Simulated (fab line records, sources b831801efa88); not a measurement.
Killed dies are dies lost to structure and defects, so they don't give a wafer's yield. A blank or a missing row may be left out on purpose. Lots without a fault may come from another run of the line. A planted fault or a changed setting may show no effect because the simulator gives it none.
Chamber matching | flow sky130 | SKY_VIA1_ETCH_15 on rie_diel-03: 4 sister chambers
The step etches SiO2 in C4F8/O2/Ar, stops on TiN, target depth 351 nm, time 54 s. 4 wafers are shown with their chamber, then 10 later ones without.

WAFERS WITH THEIR CHAMBER
wafer  | chamber | oes_product_au (a.u.)
L084.2 | 0       | 0.982
L084.4 | 1       | 0.979
L084.6 | 2       | 0.979
L091.1 | 3       | 0.984

WAFERS WITHOUT THEIR CHAMBER
wafer  | oes_product_au (a.u.)
L091.2 | 0.974
L091.3 | 0.978
L091.4 | 0.982
L091.5 | 0.985
L091.6 | 0.982
L092.4 | 0.969
L092.6 | 0.982
L097.1 | 0.998
L097.2 | 0.981
L097.4 | 0.981

WHICH CHAMBER EACH WENT THROUGH
wafer  | from the rows above               | in truth
L091.2 | can't be placed: 1 or 2 or 0 or 3 | 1
L091.3 | can't be placed: 1 or 2 or 0 or 3 | 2
L091.4 | can't be placed: 0 or 3 or 1 or 2 | 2
L091.5 | can't be placed: 3 or 0 or 1 or 2 | 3
L091.6 | can't be placed: 0 or 3 or 1 or 2 | 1
L092.4 | can't be placed: 1 or 2 or 0 or 3 | 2
L092.6 | can't be placed: 0 or 3 or 1 or 2 | 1
L097.1 | can't be placed: 3 or 0 or 1 or 2 | 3
L097.2 | can't be placed: 0 or 1 or 2 or 3 | 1
L097.4 | can't be placed: 0 or 1 or 2 or 3 | 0
Placed correctly: 0 of 10. Can't be placed from these rows: 10 (the true chamber is among the candidates in 10). Placed wrongly: 0.
How it was worked out, from the rows above alone: a wafer's distance from a chamber is the root of the sum, over the readings, of the square of ((its reading less the chamber's mean) divided by the reading's scatter). The wafer belongs to the nearest chamber; if the next one is less than 2 further off, it can't be placed. A chamber's mean is the mean of its shown wafers. The scatter: with one shown wafer a chamber, the root of the mean of the squares of how far each hidden wafer lies from its nearest shown one.
